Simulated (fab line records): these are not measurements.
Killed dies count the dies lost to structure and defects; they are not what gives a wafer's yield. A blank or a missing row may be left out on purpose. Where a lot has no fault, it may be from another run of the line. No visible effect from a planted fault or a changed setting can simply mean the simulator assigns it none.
Which of the tools did it?    flow sky130    11 lots with 33 wafers sampled at 3 steps, on a route of 708 steps

WHAT THE GAUGES SHOWED, per wafer
SKY_LI_CONTACT_THK_MEAS_01.
lot   measured      on             LI_CONTACT_HDPCVD_THK (nm)
L448  day 29 08:57  film-metro-03  942 944 938
L449  day 29 12:22  film-metro-03  919 913 904
L451  day 29 23:38  film-metro-03  922 937 928
L452  day 30 08:30  film-metro-03  899 913 910
L456  day 31 16:23  film-metro-03  918 922 926
L463  day 34 03:02  film-metro-03  1372 930 904
L464  day 34 07:10  film-metro-01  917 1378 917
L466  day 34 23:31  film-metro-01  940 949 953
L468  day 35 07:19  film-metro-01  941 926 943
L470  day 35 18:32  film-metro-02  950 935 943
L471  day 36 03:53  film-metro-02  953 943 944

EACH LOT AND THE TOOL THAT RAN IT (in order: tool; ch and the chambers of the sampled wafers; start)
lot   SKY_SD_N_STRIP_11                     SKY_LI_CONTACT_HDPCVD_00
L448  plasma-asher-01 ch 0,1, day 29 08:05  hdpcvd-02 ch 1,2, day 29 08:50
L449  plasma-asher-01 ch 0,1, day 29 11:31  hdpcvd-01 ch 0,2, day 29 12:14
L451  plasma-asher-01 ch 0,1, day 29 22:47  hdpcvd-02 ch 0,1,2, day 29 23:32
L452  plasma-asher-03 ch 0,1, day 30 07:38  hdpcvd-01 ch 0,1,2, day 30 08:24
L456  plasma-asher-03 ch 0,1, day 31 15:32  hdpcvd-02 ch 0,1, day 31 16:17
L463  plasma-asher-03 ch 0,1, day 34 02:05  hdpcvd-01 ch 0,1,2, day 34 02:56
L464  plasma-asher-03 ch 0,1, day 34 06:19  hdpcvd-01 ch 0,1, day 34 07:03
L466  plasma-asher-04 ch 0,1, day 34 22:38  hdpcvd-02 ch 0,1,2, day 34 23:24
L468  plasma-asher-04 ch 0,1, day 35 06:26  hdpcvd-02 ch 1,2, day 35 07:11
L470  plasma-asher-01 ch 0,1, day 35 17:41  hdpcvd-02 ch 1,2, day 35 18:26
L471  plasma-asher-01 ch 0,1, day 36 03:02  hdpcvd-02 ch 1,2, day 36 03:47
- SKY_SD_N_STRIP_11: strips in O2/N2.
- SKY_LI_CONTACT_HDPCVD_00: deposits PSG, target thk 930 nm, time 155 s.

THE ANSWER, worked out from the rows above alone
Rule: the lots themselves supply what counts as usual. Put in order of their means at a reading, lots are off if they are a third of the lots or fewer, leave a main group of 4 or more, and stand apart from it by a gap of 3 or more times the standard deviation of the main group's means; of several such gaps the widest counts. The tables above print the reading to a certain number of digits; a main group whose means all agree to those digits is not used. Also off: a lot with no number at a reading for which 4 or more lots have one. All remaining lots with rows at the step are treated as sound.
Off: L463, L464, seen at SKY_LI_CONTACT_THK_MEAS_01 (LI_CONTACT_HDPCVD_THK). The main group has a mean of 932 nm with a standard deviation of 14.
If a tool, at a process step before that reading, ran all the lots that are off and no sound lot after the first of them, it fits. Those tools and the gauges at SKY_LI_CONTACT_THK_MEAS_01 are tried in the same way. 2 tools fit, plasma-asher-03 at SKY_SD_N_STRIP_11 and hdpcvd-01 at SKY_LI_CONTACT_HDPCVD_00, so this cannot tell which one it is.

WHAT THE SIMULATOR HAD PUT IN
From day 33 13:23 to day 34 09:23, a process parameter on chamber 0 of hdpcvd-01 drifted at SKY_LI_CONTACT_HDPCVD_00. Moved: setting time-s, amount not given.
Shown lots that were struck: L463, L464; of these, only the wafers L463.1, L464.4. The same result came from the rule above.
